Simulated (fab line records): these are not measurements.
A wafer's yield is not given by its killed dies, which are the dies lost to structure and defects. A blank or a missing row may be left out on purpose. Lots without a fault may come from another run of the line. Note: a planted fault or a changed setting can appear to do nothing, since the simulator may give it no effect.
fab line records	flow sfq_line
record lots=6	wafers=18	last_day=90
route steps=325 shown M4@155 I4@163
lots that met no fault: taken from a fault-free run of the same line
start_h: hours from the record's opening day to when the first of the lot's shown wafers began	wait_h: how many hours have passed since the lot's step before this one	" same as the row above	L1.1+2: a single row standing in for several wafers	- value missing, or start not given	* or withheld: withheld	< > ~ a bound
route shown NAME@n: a module of which the file shows steps, and the number in the route of the first	usual: mean/standard deviation of fault-free wafers	same: alike in all rows	chamber/n: place in a boat	sites: readings site by site	_std_site: how widely they spread, as a standard deviation	_edge_site: the outer-site mean with the inner-site mean subtracted	radius_mm: for every site, how far away it sits from the centre of the wafer	mask NAME#n: copy n	behind: tool/chamber where the wafer was last shaped	hold: cause of the lot's hold/its duration in hours/its outcome	device: which transistor (n, p or np) failed to switch	end of line: at the end of the route, the tests of the same wafers	a step with no rows: only its recipe	killed: not the wafer's yield, but the dies lost to structure and defects at the first sort	map: a wafer's dies, marking killed ones x, the rest . and places with no die _
set.NAME: setting as actually run; set.NAME@STEP: the setting as run at that earlier step	model.NAME: the simulator's own value behind a step, which no gauge read
lots seen at some steps along the route; tables by step, rows by wafer
services: a tool's chamber out of use, with start hour (start_h, from the record's first day; less than 0 if before it), hours out, and reason
## steps
# step SFQ_TRILAYER_M4_LITHO_EXPOSE_094
# recipe mask_id=M4	na=0.6	source_shape=conventional	sigma_outer=0.65	target_cd_nm=500	dose_mj=14.4
# step SFQ_TRILAYER_M4_LITHO_PEB_096
# recipe peb_temp_c=115	peb_time_s=60	resist=KrF
# step SFQ_TRILAYER_M4_LITHO_DEVELOP_095
# recipe time_s=60	resist=KrF
# step SFQ_M4_OVL_MEAS_926
# usual M4_OVL=1/5.6
lot.wafer	tool	chamber	start_h	wait_h	M4_OVL[nm]
L176.4	overlay-01	-	1164.54	0.1	6
L176.5	"	-	"	"	11
L176.6	"	-	"	"	2
L180.2	overlay-02	-	1207.25	0.1	2
L180.5	"	-	"	"	-1
L180.6	"	-	"	"	-2
L182.1	overlay-01	-	1215.77	0.1	-4
L182.3	"	-	"	"	0
L182.6	"	-	"	"	0
L187.2	overlay-01	-	1276.98	0.1	-9
L187.3	"	-	"	"	-4
L187.5	"	-	"	"	-2
L190.1	overlay-01	-	1298.70	0.1	3
L190.2	"	-	"	"	5
L190.6	"	-	"	"	2
L193.1	overlay-02	-	1306.02	0.1	-9
L193.3	"	-	"	"	0
L193.5	"	-	"	"	-4
# step SFQ_TRILAYER_M4_BARC_OPEN_METAL_ETCH_123
# recipe mask_material=PR	chemistry=O2	target_depth_nm=125	target=BARC	icp_w=600	bias_w=80	pressure_mtorr=10	time_s=41.7
# usual drypump_motor_current_A=5.4/0.47	oes_product_au=0.685/0.0046
lot.wafer	tool	chamber	start_h	wait_h	drypump_motor_current_A	oes_product_au	rf_hours_counter_h
L176.4	rie_metal-04	1	1164.58	0.0	4.9	0.685	-
L176.5	"	0	"	"	5.4	0.679	-
L176.6	"	1	"	"	4.9	0.687	-
L180.2	rie_metal-02	1	1207.28	0.0	4.8	0.687	69
L180.5	"	1	"	"	4.8	0.680	-
L180.6	"	0	"	"	5.7	0.688	-
L182.1	rie_metal-01	0	1215.81	0.0	6.0	0.689	24
L182.3	"	0	"	"	6.0	0.681	-
L182.6	"	1	"	"	5.8	0.697	-
L187.2	rie_metal-04	1	1277.03	0.0	4.9	0.685	-
L187.3	"	1	"	"	5.0	0.686	-
L187.5	"	1	"	"	4.9	0.689	-
L190.1	rie_metal-02	0	1298.73	0.0	5.7	0.689	3
L190.2	"	1	"	"	4.8	0.692	81
L190.6	"	0	"	"	5.7	0.685	-
L193.1	rie_metal-02	1	1306.06	0.0	4.8	0.686	82
L193.3	"	1	"	"	4.8	0.685	-
L193.5	"	1	"	"	4.8	0.681	-
# step SFQ_TRILAYER_M4_ETCH_METAL_ETCH_096
# recipe target=Nb	stop_on=SiO2	mask_material=PR	chemistry=Cl2/Ar	target_depth_nm=240	icp_w=600	bias_w=80	pressure_mtorr=10	time_s=120
# usual drypump_motor_current_A=5.4/0.47	oes_product_au=0.895/0.0075
lot.wafer	tool	chamber	start_h	wait_h	drypump_motor_current_A	oes_product_au	rf_hours_counter_h
L176.4	rie_metal-04	1	1164.66	0.1	5.0	0.882	-
L176.5	"	0	"	"	5.4	0.884	-
L176.6	"	1	"	"	5.0	0.895	-
L180.2	rie_metal-02	1	1207.34	0.0	4.8	0.885	69
L180.5	"	1	"	"	4.8	0.894	-
L180.6	"	0	"	"	5.7	0.881	-
L182.1	rie_metal-01	0	1215.87	0.0	6.0	0.887	24
L182.3	"	0	"	"	6.0	0.891	-
L182.6	"	1	"	"	5.8	0.904	-
L187.2	rie_metal-04	1	1277.17	0.1	4.9	0.894	-
L187.3	"	1	"	"	5.0	0.893	-
L187.5	"	1	"	"	4.9	0.887	-
L190.1	rie_metal-02	0	1298.79	0.0	5.7	0.883	4
L190.2	"	1	"	"	4.8	0.893	81
L190.6	"	0	"	"	5.7	0.890	-
L193.1	rie_metal-02	1	1306.12	0.0	4.8	0.892	82
L193.3	"	1	"	"	4.8	0.891	-
L193.5	"	1	"	"	4.8	0.884	-
# step SFQ_TRILAYER_M4_STRIP_STRIP_097
# recipe gas=O2	power_w=200	platen_temp_c=40	overash_fraction=0.65	chemistry=O2	pressure_mtorr=50
# step SFQ_TRILAYER_M4_STRIP_SOLV_CLEAN_098
# recipe chemistry=NMP	temp_c=70	time_s=600
# step SFQ_TRILAYER_I4_DEP_PECVD_099
# recipe material=SiO2	temp_c=150	time_s=111.11	pressure_torr=2.4	rf_w=183.3	precursor=SiH4/N2O	target_thk_nm=500
# usual heater_power_w=77/15	throttle_valve_pct=24.2/1.3
lot.wafer	tool	chamber	start_h	wait_h	heater_power_w	throttle_valve_pct
L176.4	pecvd-01	0	1165.56	0.0	88	25.5
L176.5	"	2	"	"	64	24.4
L176.6	"	1	"	"	47	25.5
L180.2	pecvd-01	1	1208.24	0.0	49	25.6
L180.5	"	0	"	"	88	25.3
L180.6	"	2	"	"	68	24.4
L182.1	pecvd-01	2	1216.77	0.0	59	24.2
L182.3	"	0	"	"	89	25.6
L182.6	"	2	"	"	61	24.5
L187.2	pecvd-04	1	1278.75	0.0	94	24.1
L187.3	"	0	"	"	86	25.2
L187.5	"	2	"	"	72	26.0
L190.1	pecvd-04	0	1299.69	0.0	82	25.2
L190.2	"	1	"	"	94	24.5
L190.6	"	1	"	"	98	24.1
L193.1	pecvd-04	1	1307.02	0.0	102	23.9
L193.3	"	0	"	"	91	25.2
L193.5	"	2	"	"	83	26.1
# step SFQ_TRILAYER_I4_CMP_CMP_100
# recipe material=SiO2	down_force_psi=3.104	platen_rpm=60	pad_velocity_m_s=0.94248
# usual motor_current_A=10.6/1.2	time_to_endpoint_s=206/8
lot.wafer	tool	chamber	start_h	wait_h	motor_current_A	time_to_endpoint_s
L176.4	cmp-01	3	1167.10	1.5	11.7	220
L176.6	"	0	"	"	12.0	205
L176.5	"	1	"	"	10.0	205
L180.2	cmp-02	2	1210.55	2.3	8.5	201
L180.6	"	3	"	"	11.1	204
L180.5	"	0	"	"	10.1	218
L182.1	cmp-01	0	1218.62	1.8	12.1	201
L182.3	"	1	"	"	9.6	197
L182.6	"	0	1220.62	3.8	11.3	206
L187.3	cmp-02	1	1278.95	0.2	10.0	204
L187.2	"	0	1280.45	1.7	9.5	206
L187.5	"	2	1281.45	2.6	8.9	202
L190.1	cmp-01	3	1301.35	1.6	11.5	212
L190.2	"	0	"	"	11.9	196
L190.6	"	2	1302.85	3.1	10.9	208
L193.1	cmp-01	0	1307.10	0.0	11.3	199
L193.3	"	2	1308.10	1.0	11.6	190
L193.5	"	0	1309.10	2.0	11.6	205
# step SFQ_I4_BOW_MEAS_927
# recipe mode=bow
# usual I4_BOW=3/9.8
lot.wafer	tool	chamber	start_h	wait_h	I4_BOW[um]
L176.4	film_metro-03	-	1168.66	1.1	1
L176.5	"	-	"	"	-6
L176.6	"	-	"	"	-2
L180.2	film_metro-02	-	1212.07	1.0	3
L180.5	"	-	"	"	19
L180.6	"	-	"	"	8
L182.1	film_metro-02	-	1221.12	2.0	10
L182.3	"	-	"	"	-6
L182.6	"	-	"	"	-8
L187.2	film_metro-04	-	1281.97	1.0	25
L187.3	"	-	"	"	23
L187.5	"	-	"	"	19
L190.1	film_metro-02	-	1303.35	1.5	6
L190.2	"	-	"	"	1
L190.6	"	-	"	"	10
L193.1	film_metro-04	-	1310.10	2.5	11
L193.3	"	-	"	"	9
L193.5	"	-	"	"	9
# step SFQ_TRILAYER_I4_METRO_MEASURE_101
# usual thk_nm=199.9/1.2
lot.wafer	tool	chamber	start_h	wait_h	thk_nm
L176.4	film_metro-03	-	1169.32	0.6	202.0
L176.5	"	-	"	"	200.0
L176.6	"	-	"	"	199.4
L180.2	film_metro-02	-	1212.37	0.3	199.0
L180.5	"	-	"	"	200.7
L180.6	"	-	"	"	199.4
L182.1	film_metro-02	-	1221.24	0.1	200.3
L182.3	"	-	"	"	200.6
L182.6	"	-	"	"	201.0
L187.2	film_metro-04	-	1282.27	0.3	201.2
L187.3	"	-	"	"	200.9
L187.5	"	-	"	"	199.5
L190.1	film_metro-02	-	1303.47	0.1	200.4
L190.2	"	-	"	"	198.7
L190.6	"	-	"	"	198.2
L193.1	film_metro-04	-	1310.22	0.1	199.1
L193.3	"	-	"	"	199.7
L193.5	"	-	"	"	199.6
# step SFQ_TRILAYER_I4_VIA_LITHO_COAT_108
# recipe resist=BARC	spin_rpm=3000	resist_thk_nm=62
# usual spin_speed_rpm=3000.0/1.9
lot.wafer	tool	chamber	start_h	wait_h	spin_speed_rpm	model.BARC_of_TRILAYER_I4_VIA_LITHO_COAT_108.thk_nm
L176.4	litho_track-04	0	1170.07	0.6	3001.4	62.04
L176.5	"	0	"	"	2999.3	62.02
L176.6	"	0	"	"	2999.9	61.97
L180.2	litho_track-01	0	1213.42	0.8	2997.2	61.91
L180.5	"	0	"	"	2997.4	61.96
L180.6	"	0	"	"	2998.2	61.9
L182.1	litho_track-03	0	1222.44	1.0	2999.6	62.21
L182.3	"	0	"	"	3002.1	62.19
L182.6	"	0	"	"	3002.6	62.05
L187.2	litho_track-04	0	1283.32	0.8	3000.6	62.25
L187.3	"	0	"	"	3001.2	62.38
L187.5	"	0	"	"	2998.5	62.12
L190.1	litho_track-04	0	1304.67	1.0	3002.1	56.17
L190.2	"	0	"	"	3000.2	56.1
L190.6	"	0	"	"	3002.9	56.14
L193.1	litho_track-04	0	1311.42	1.0	3000.3	56.05
L193.3	"	0	"	"	3002.1	56.11
L193.5	"	0	"	"	3000.0	56.15
# step SFQ_TRILAYER_I4_VIA_LITHO_COAT_103
# recipe resist=KrF	spin_rpm=3000	resist_thk_nm=650
# step SFQ_TRILAYER_I4_VIA_LITHO_SOFTBAKE_107
# recipe temp_c=withheld	time_s=withheld	resist=KrF
# step SFQ_TRILAYER_I4_VIA_LITHO_EXPOSE_104
# recipe mask_id=I4	na=0.6	source_shape=conventional	sigma_outer=0.65	target_cd_nm=700	dose_mj=21.3
# step SFQ_TRILAYER_I4_VIA_LITHO_PEB_106
# recipe peb_temp_c=115	peb_time_s=60	resist=KrF
# step SFQ_TRILAYER_I4_VIA_LITHO_DEVELOP_105
# recipe time_s=60	resist=KrF
# step SFQ_I4_OVL_MEAS_928
# usual I4_OVL=-4/5
lot.wafer	tool	chamber	start_h	wait_h	I4_OVL[nm]
L176.4	overlay-02	-	1172.19	0.1	-3
L176.5	"	-	"	"	1
L176.6	"	-	"	"	-8
L180.2	overlay-02	-	1351.06	0.1	-5
L180.5	"	-	"	"	-4
L180.6	"	-	"	"	-2
L182.1	overlay-01	-	1361.61	0.1	-13
L182.3	"	-	"	"	-10
L182.6	"	-	"	"	-13
L187.2	overlay-01	-	1418.14	0.1	5
L187.3	"	-	"	"	-3
L187.5	"	-	"	"	-8
L190.1	overlay-01	-	1437.34	0.1	-6
L190.2	"	-	"	"	-5
L190.6	"	-	"	"	-10
L193.1	overlay-01	-	1444.54	0.1	0
L193.3	"	-	"	"	-3
L193.5	"	-	"	"	-9
# step SFQ_TRILAYER_I4_VIA_BARC_OPEN_VIA_ETCH_146
# recipe mask_material=PR	chemistry=O2	target_depth_nm=125	target=BARC	source_w=500	bias_w=80	pressure_mtorr=30	time_s=41.7
# usual drypump_motor_current_A=5.9/0.4	oes_product_au=0.685/0.0045
lot.wafer	tool	chamber	start_h	wait_h	drypump_motor_current_A	oes_product_au	rf_hours_counter_h	model.etch.depth_nm
L176.4	rie_diel-02	0	1172.20	0.0	5.1	0.693	0	62.04
L176.5	"	0	"	"	5.1	0.680	-	62.02
L176.6	"	1	"	"	5.7	0.681	-	61.97
L180.2	rie_diel-01	1	1351.09	0.0	6.1	0.682	7	61.91
L180.5	"	3	"	"	6.1	0.687	-	61.96
L180.6	"	2	"	"	5.9	0.685	-	61.9
L182.1	rie_diel-02	2	1361.65	0.0	6.5	0.680	14	62.21
L182.3	"	1	"	"	5.7	0.675	6	62.19
L182.6	"	1	"	"	5.7	0.685	-	62.05
L187.2	rie_diel-03	1	1418.17	0.0	6.0	0.685	10	62.25
L187.3	"	3	"	"	5.7	0.685	20	62.38
L187.5	"	2	"	"	5.4	0.686	-	62.12
L190.1	rie_diel-03	1	1437.37	0.0	6.0	0.657	10	56.17
L190.2	"	2	"	"	5.4	0.658	5	56.1
L190.6	"	3	"	"	5.8	0.656	-	56.14
L193.1	rie_diel-03	3	1444.57	0.0	5.7	0.654	20	56.05
L193.3	"	0	"	"	6.4	0.660	12	56.11
L193.5	"	3	"	"	5.8	0.656	-	56.15
# step SFQ_TRILAYER_I4_VIA_ETCH_VIA_ETCH_106
# recipe target=SiO2	stop_on=Nb	mask_material=PR	taper_deg=20	chemistry=CHF3	target_depth_nm=260	source_w=500	bias_w=80	pressure_mtorr=30	time_s=withheld
## services
tool	chamber	start_h	hours	kind
film_metro-02	-	1143.13	0.4	pm
pecvd-01	2	1145.27	19.2	repair
rie_metal-04	0	1145.30	4.5	repair
cmp-01	-	1149.99	1.8	repair
rie_diel-03	0	1162.52	1.5	repair
pecvd-01	-	1176.20	5.5	pm
rie_metal-02	0	1177.78	2.8	repair
cmp-01	-	1207.26	7.9	pm
rie_metal-02	1	1213.46	10.4	repair
cmp-01	-	1215.95	0.2	repair
pecvd-01	0	1231.37	7.1	repair
pecvd-01	2	1246.52	6.3	repair
cmp-01	-	1258.09	4.0	pm
pecvd-01	-	1263.64	6.0	pm
cmp-01	-	1265.09	5.3	pm
film_metro-02	-	1274.77	0.4	pm
rie_diel-03	2	1312.25	9.3	repair
cmp-01	-	1325.29	1.7	repair
film_metro-02	-	1327.40	4.2	pm
pecvd-01	-	1361.26	0.8	repair
film_metro-02	-	1375.35	1.0	pm
rie_metal-04	1	1402.56	11.6	repair
rie_metal-02	-	1404.57	1.4	pm
rie_metal-02	0	1411.33	5.8	repair
## key
first_sign step=SFQ_TRILAYER_I4_VIA_BARC_OPEN_VIA_ETCH_146	reading=oes_product_au	direction=down	sigmas=6.4	usual=0.685	struck=0.657
effect none on later readings
model_effect step=SFQ_TRILAYER_I4_VIA_LITHO_COAT_108	value=BARC_of_TRILAYER_I4_VIA_LITHO_COAT_108.thk_nm	without=62.28	struck=56.12
model_effect step=SFQ_TRILAYER_I4_VIA_BARC_OPEN_VIA_ETCH_146	value=etch.depth_nm	without=62.28	struck=56.12
met_at SFQ_TRILAYER_I4_VIA_LITHO_COAT_108
struck_wafers L190.1,L190.2,L190.6,L193.1,L193.3,L193.5
onset_between 1283.32 1304.67
also_fits time
fault kind=process_parameter_drift	tool=litho_track-04	chamber=-	onset_h=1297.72	steps=SFQ_TRILAYER_I4_VIA_LITHO_COAT_108	channel=resist_thk_nm	offset=-6.1276	shape=step	end_h=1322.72	acts_in=these_recipes_only	stated=62
